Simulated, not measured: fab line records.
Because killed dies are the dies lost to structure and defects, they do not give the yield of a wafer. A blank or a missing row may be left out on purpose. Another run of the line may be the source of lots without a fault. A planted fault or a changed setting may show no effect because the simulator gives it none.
A single fault, viewed from 2 desks + flow gf180mcu + every desk sees just its own numbers, and what lay behind them comes last

## THE TOOL OWNER'S DESK: wet-bench-01
The tool's own readings at GF_STI_WET_ETCH_17 (etches Si3N4 in H3PO4, target depth 45 nm, time 514 s): means of the sampled wafers that have a number, for each lot that ran on this tool. The brackets show how far a lot's mean lies from the usual mean; more than 4 standard deviations puts the lot out of limits, marked OUT.
Columns: A = run-length-s at GF_STI_WET_ETCH_17, usual 543 s
| lot  | first seen here | A             |
|------|-----------------|---------------|
| L150 | day 2 18:03     | 542           |
| L151 | day 2 23:30     | 539           |
| L154 | day 3 14:56     | 547           |
| L156 | day 4 01:05     | 549           |
| L157 | day 4 06:05     | 547           |
| L159 | day 4 17:32     | 541           |
| L160 | day 4 21:17     | 214 (-89) OUT |
| L161 | day 5 01:47     | 215 (-89) OUT |
This desk's finding: out of limits on L160, L161; first on L160, day 4 21:17 (run-length-s at GF_STI_WET_ETCH_17). L150, L151, L154, L156, L157, L159 stayed within limits.

## THE METROLOGY DESK
Lot by lot, what the gauges showed, no matter which tool ran the lot: averages of those sampled wafers that carry a number. The brackets show how far a lot's mean lies from the usual mean; more than 4 standard deviations puts the lot out of limits, marked OUT.
Columns: A = STI_OXIDATION_01_THK at GF_STI_THK_MEAS_22, usual 15.0 nm; B = VT_IMPLANT_02_OVL at GF_VT_IMPLANT_OVL_MEAS_29, usual -0.6 nm
| lot  | first seen here | A    | B    |
|------|-----------------|------|------|
| L147 | day 2 03:43     | 14.8 | -1.5 |
| L148 | day 2 11:11     | 15.3 | -3.2 |
| L150 | day 2 21:47     | 14.8 | 0.6  |
| L151 | day 3 03:07     | 14.8 | -0.9 |
| L154 | day 3 17:32     | 15.5 | 0.3  |
| L156 | day 4 02:41     | 15.4 | -0.0 |
| L157 | day 4 07:35     | 14.7 | 0.9  |
| L159 | day 4 19:00     | 15.2 | 0.3  |
| L160 | day 4 22:46     | 14.5 | -3.2 |
| L161 | day 5 03:16     | 15.2 | -0.9 |
| L162 | day 5 09:46     | 15.1 | 2.1  |
| L163 | day 5 13:19     | 15.2 | 0.2  |
| L169 | day 7 00:28     | 15.0 | 0.2  |
| L170 | day 7 06:29     | 15.5 | -1.8 |
Result from this desk: across the 14 lots, nothing is out of limits.

## BROUGHT TOGETHER
On L160, L161, at day 4 21:17, an alarm was possible from the tool owner's desk.
Nothing out of limits was seen by the metrology desk.
The metrology desk holds a record of L160, L161, inside its limits.
Of the lots named, all ran GF_STI_WET_ETCH_17 on wet-bench-01.

## WHAT THE SIMULATOR HAD INSERTED
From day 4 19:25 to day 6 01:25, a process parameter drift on wet-bench-01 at GF_STI_WET_ETCH_17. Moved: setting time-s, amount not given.
Struck lots among those shown: L160, L161.
Time in hours from fault onset to the first out-of-limits reading at each desk: the tool owner's desk, 2.
